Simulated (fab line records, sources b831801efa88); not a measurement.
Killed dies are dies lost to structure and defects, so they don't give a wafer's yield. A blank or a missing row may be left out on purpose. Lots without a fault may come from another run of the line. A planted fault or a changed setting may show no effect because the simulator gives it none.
Which tool did it? | flow sky130 | 24 lots, 72 wafers sampled, at 5 steps of a route of 708

WHAT THE GAUGES READ, wafer by wafer
SKY_VIA1_THK_MEAS_01. Usual: VIA1_HDPCVD_THK 1072 nm, standard deviation 11.
lot  | measured     | on            | VIA1_HDPCVD_THK (nm) | flag
L074 | day 32 13:46 | film_metro-01 | 1048 1045 1046       |
L075 | day 33 04:16 | film_metro-04 | 1073 1059 1055       |
L076 | day 33 07:52 | film_metro-01 | 1071 1057 1072       |
L077 | day 33 22:31 | film_metro-02 | 1083 1064 1086       |
L078 | day 34 04:06 | film_metro-02 | 1073 1073 1063       |
L080 | day 34 18:28 | film_metro-01 | 1073 1081 1066       |
L079 | day 35 04:46 | film_metro-04 | 1073 1071 1057       |
L081 | day 35 09:54 | film_metro-01 | 1073 1072 1081       |
L082 | day 35 15:37 | film_metro-01 | 1061 1067 1060       |
L083 | day 36 00:16 | film_metro-04 | 1062 1067 1068       |
L084 | day 36 06:23 | film_metro-01 | 1054 1085 1063       |
L085 | day 36 11:55 | film_metro-02 | 1050 1058 1059       |
L086 | day 36 19:34 | film_metro-02 | 1074 1089 1079       |
L087 | day 37 00:31 | film_metro-04 | 1081 1088 1081       |
L088 | day 37 11:43 | film_metro-01 | 1077 1085 1086       |
L089 | day 37 19:41 | film_metro-01 | 1090 1093 1080       |
L090 | day 37 23:16 | film_metro-01 | 1078 1069 1078       |
L091 | day 38 09:15 | film_metro-01 | 1080 1073 1069       |
L092 | day 38 18:04 | film_metro-01 | 1052 1065 1052       |
L093 | day 38 22:52 | film_metro-01 | 1076 1072 1067       |
L094 | day 39 12:00 | film_metro-04 | 1082 1060 1078       |
L095 | day 39 14:39 | film_metro-02 | 1074 1075 1085       |
L096 | day 39 16:40 | film_metro-04 | 1066 1070 1076       |
L097 | day 39 21:43 | film_metro-02 | 1086 1083 1083       |

SKY_VIA2_RS_MEAS_22: measures by four-point-probe. Usual: VIA2_W_RS 0.276 ohm/sq, standard deviation 0.0043.
lot  | measured     | on            | VIA2_W_RS (ohm/sq) | flag
L074 | day 36 02:15 | film_metro-03 | 0.274 0.262 0.274  |
L075 | day 36 16:26 | film_metro-02 | 0.274 0.266 0.278  |
L076 | day 36 20:02 | film_metro-03 | 0.272 0.269 0.274  |
L077 | day 37 10:29 | film_metro-01 | 0.280 0.271 0.267  |
L078 | day 37 16:08 | film_metro-03 | 0.279 0.277 0.277  |
L080 | day 38 04:02 | film_metro-01 | 0.273 0.273 0.278  |
L079 | day 38 16:13 | film_metro-02 | 0.276 0.273 0.274  |
L081 | day 38 21:23 | film_metro-02 | 0.275 0.273 0.273  |
L082 | day 39 01:35 | film_metro-02 | 0.272 0.278 0.278  |
L083 | day 39 09:21 | film_metro-03 | 0.282 0.273 0.279  |
L084 | day 39 15:21 | film_metro-03 | 0.278 0.274 0.278  |
L085 | day 39 20:27 | film_metro-03 | 0.280 0.276 0.283  |
L086 | day 40 05:40 | film_metro-03 | 0.278 0.275 0.283  |
L087 | day 40 08:58 | film_metro-01 | 0.275 0.273 0.274  |
L088 | day 40 20:04 | film_metro-02 | 0.279 0.268 0.278  |
L089 | day 41 02:49 | film_metro-01 | 0.274 0.276 0.277  |
L090 | day 41 09:05 | film_metro-01 | 0.280 0.273 0.270  |
L091 | day 41 16:31 | film_metro-03 | 0.273 0.282 0.284  |
L092 | day 41 23:46 | film_metro-03 | 0.284 0.274 0.284  |
L093 | day 42 02:59 | film_metro-03 | 0.272 0.277 0.278  |
L094 | day 42 18:26 | film_metro-03 | 0.281 0.281 0.274  |
L095 | day 42 20:24 | film_metro-03 | 0.278 0.282 0.280  |
L096 | day 42 21:11 | film_metro-01 | 0.271 0.272 0.271  |
L097 | day 43 01:58 | film_metro-02 | 0.275 0.276 0.274  |

SKY_METAL4_OVL_MEAS_14. Usual: METAL4_OVL 3 nm, standard deviation 5.2.
lot  | measured     | on         | METAL4_OVL (nm) | flag
L074 | day 41 14:08 | overlay-02 | 7 8 12          |
L075 | day 42 01:28 | overlay-02 | 4 3 5           |
L076 | day 42 08:08 | overlay-01 | 1 -7 -5         |
L077 | day 42 18:29 | overlay-01 | 3 -5 6          |
L078 | day 43 01:14 | overlay-01 | 2 7 -1          |
L080 | day 43 11:44 | overlay-01 | 11 5 8          |
L079 | day 43 20:26 | overlay-01 | 8 0 -1          |
L081 | day 44 02:23 | overlay-02 | 2 4 2           |
L082 | day 44 09:23 | overlay-02 | -4 9 -1         |
L083 | day 44 12:08 | overlay-02 | 13 5 12         |
L084 | day 44 18:14 | overlay-01 | 1 6 3           |
L085 | day 44 23:14 | overlay-01 | -1 3 3          |
L086 | day 45 06:30 | overlay-02 | 6 3 9           |
L087 | day 45 09:29 | overlay-02 | 6 12 8          |
L088 | day 45 19:38 | overlay-01 | 1 4 3           |
L089 | day 46 02:29 | overlay-02 | 10 1 2          |
L090 | day 46 06:23 | overlay-01 | 1 -7 1          |
L091 | day 46 13:17 | overlay-02 | 2 4 3           |
L092 | day 46 20:08 | overlay-02 | 0 7 7           |
L093 | day 46 23:23 | overlay-01 | 0 -4 0          |
L094 | day 47 11:38 | overlay-01 | 0 2 2           |
L095 | day 47 12:20 | overlay-01 | 3 6 10          |
L096 | day 47 14:41 | overlay-02 | 3 8 13          |
L097 | day 47 18:17 | overlay-02 | 4 -8 -2         |

WHICH TOOL RAN EACH LOT (tool, then ch and the chambers of the sampled wafers, then the start)
lot  | SKY_METAL2_METAL_ETCH_19          | SKY_VIA2_CMP_02
L074 | rie_metal-03 ch 0,1, day 34 21:55 | cmp-02 ch 0,1,3, day 34 22:47
L075 | rie_metal-01 ch 0,1, day 35 11:31 | cmp-01 ch 0,2,3, day 35 12:36
L076 | rie_metal-03 ch 0,1, day 35 15:16 | cmp-02 ch 0,1,2, day 35 16:34
L077 | rie_metal-02 ch 0,1, day 36 06:32 | cmp-02 ch 0,1,2, day 36 07:29
L078 | rie_metal-03 ch 0, day 36 11:34   | cmp-01 ch 0,1, day 36 12:50
L080 | rie_metal-03 ch 0,1, day 37 00:58 | cmp-01 ch 0,2,3, day 37 01:52
L079 | rie_metal-03 ch 0,1, day 37 11:52 | cmp-02 ch 1,2,3, day 37 12:46
L081 | rie_metal-02 ch 0,1, day 37 16:29 | cmp-01 ch 0,1,2, day 37 17:22
L082 | rie_metal-01 ch 1, day 37 21:44   | cmp-02 ch 0,2, day 37 22:40
L083 | rie_metal-01 ch 1, day 38 06:05   | cmp-01 ch 0,3, day 38 06:59
L084 | rie_metal-01 ch 0,1, day 38 12:41 | cmp-02 ch 0,2,3, day 38 13:32
L085 | rie_metal-03 ch 0,1, day 38 17:19 | cmp-01 ch 0,1,2, day 38 18:25
L086 | rie_metal-03 ch 0,1, day 39 00:20 | cmp-01 ch 0,2,3, day 39 04:44
L087 | rie_metal-03 ch 1, day 39 05:44   | cmp-01 ch 1,2,3, day 39 06:41
L088 | rie_metal-01 ch 0, day 39 16:43   | cmp-01 ch 1,2,3, day 39 17:46
L089 | rie_metal-02 ch 1, day 40 00:25   | cmp-02 ch 2,3, day 40 01:17
L090 | rie_metal-01 ch 0,1, day 40 06:40 | cmp-02 ch 0,1,2, day 40 07:42
L091 | rie_metal-02 ch 0,1, day 40 13:58 | cmp-02 ch 0,1,3, day 40 14:56
L092 | rie_metal-03 ch 0,1, day 40 21:11 | cmp-02 ch 0,3, day 40 22:08
L093 | rie_metal-03 ch 0,1, day 41 00:47 | cmp-02 ch 0,2,3, day 41 01:50
L094 | rie_metal-02 ch 0,1, day 41 15:53 | cmp-01 ch 1,2,3, day 41 16:59
L095 | rie_metal-01 ch 0, day 41 18:08   | cmp-02 ch 0,2,3, day 41 19:06
L096 | rie_metal-02 ch 0,1, day 41 19:22 | cmp-01 ch 0,2,3, day 41 20:20
L097 | rie_metal-01 ch 0, day 42 00:20   | cmp-02 ch 0,1,3, day 42 01:19
- SKY_METAL2_METAL_ETCH_19: etches the open film in Cl2/BCl3, stops on SiO2, target depth 360 nm, time 78 s.
- SKY_VIA2_CMP_02: polishes SiO2.

WHAT THE TOOLS THEMSELVES READ (means of the sampled wafers that have a number; where no wafer has one, the mark that the record gives instead)
SKY_METAL2_METAL_ETCH_19. Usual: drypump_motor_current_A 5.45 A, standard deviation 0.21; oes_product_au 0.855 a.u., standard deviation 0.0054; throttle_valve_pct 22.264 %, standard deviation 0.009.
lot  | tool         | drypump_motor_current_A (A) | oes_product_au (a.u.) | throttle_valve_pct (%) | flag
L074 | rie_metal-03 | 5.59                        | 0.859                 | 22.267                 |
L075 | rie_metal-01 | 5.16                        | 0.859                 | 22.263                 |
L076 | rie_metal-03 | 5.61                        | 0.850                 | 22.261                 |
L077 | rie_metal-02 | 5.60                        | 0.859                 | 22.265                 |
L078 | rie_metal-03 | 5.62                        | 0.852                 | 22.271                 |
L080 | rie_metal-03 | 5.62                        | 0.854                 | 22.266                 |
L079 | rie_metal-03 | 5.61                        | 0.856                 | 22.265                 |
L081 | rie_metal-02 | 5.53                        | 0.848                 | 22.265                 |
L082 | rie_metal-01 | 5.25                        | 0.854                 | 22.261                 |
L083 | rie_metal-01 | 5.24                        | 0.849                 | 22.267                 |
L084 | rie_metal-01 | 5.20                        | 0.858                 | 22.269                 |
L085 | rie_metal-03 | 5.61                        | 0.857                 | 22.257                 |
L086 | rie_metal-03 | 5.62                        | 0.854                 | 22.275                 |
L087 | rie_metal-03 | 5.62                        | 0.857                 | 22.264                 |
L088 | rie_metal-01 | 5.12                        | 0.853                 | 22.269                 |
L089 | rie_metal-02 | 5.44                        | 0.854                 | 22.264                 |
L090 | rie_metal-01 | 5.16                        | 0.855                 | 22.264                 |
L091 | rie_metal-02 | 5.51                        | 0.856                 | 22.266                 |
L092 | rie_metal-03 | 5.60                        | 0.857                 | 22.249                 |
L093 | rie_metal-03 | 5.61                        | 0.851                 | 22.266                 |
L094 | rie_metal-02 | 5.51                        | 0.854                 | 22.261                 |
L095 | rie_metal-01 | 5.11                        | 0.858                 | 22.255                 |
L096 | rie_metal-02 | 5.53                        | 0.851                 | 22.264                 |
L097 | rie_metal-01 | 5.12                        | 0.858                 | 22.256                 |

SKY_VIA2_CMP_02. Usual: motor_current_A 11.5 A, standard deviation 1.3; platen_rpm 60.00 rpm, standard deviation 0.04.
lot  | tool   | motor_current_A (A) | platen_rpm (rpm) | flag
L074 | cmp-02 | 11.2                | 59.96            |
L075 | cmp-01 | 11.6                | 59.97            |
L076 | cmp-02 | 10.7                | 60.01            |
L077 | cmp-02 | 11.2                | 60.04            |
L078 | cmp-01 | 13.2                | 60.02            |
L080 | cmp-01 | 11.5                | 59.98            |
L079 | cmp-02 | 11.1                | 60.04            |
L081 | cmp-01 | 11.7                | 60.02            |
L082 | cmp-02 | 10.9                | 59.97            |
L083 | cmp-01 | 12.8                | 59.95            |
L084 | cmp-02 | 10.8                | 60.00            |
L085 | cmp-01 | 12.1                | 60.00            |
L086 | cmp-01 | 11.5                | 60.02            |
L087 | cmp-01 | 12.6                | 60.02            |
L088 | cmp-01 | 12.5                | 60.00            |
L089 | cmp-02 | 10.9                | 60.01            |
L090 | cmp-02 | 11.1                | 59.99            |
L091 | cmp-02 | 11.1                | 60.02            |
L092 | cmp-02 | 10.8                | 59.96            |
L093 | cmp-02 | 10.8                | 60.02            |
L094 | cmp-01 | 12.8                | 59.98            |
L095 | cmp-02 | 10.9                | 60.01            |
L096 | cmp-01 | 11.5                | 59.98            |
L097 | cmp-02 | 11.6                | 60.00            |

THE ANSWER, worked out from the rows above alone
Rule: a lot is off if the mean of its wafers that have a number lies more than 3 standard deviations from the usual mean. A lot without any number at a reading at which 4 lots or more have one is off too. The other lots that the step has rows for count as sound. The gauges are gone through in route order, then the tools' own readings, and for those a lot's mean is taken as printed above. The first step at which some lot is off is used, and at that step the reading that is off furthest; a lot without a number counts as furthest.
No lot is off at any reading shown: from this, nothing can be told.

WHAT THE SIMULATOR HAD PUT IN
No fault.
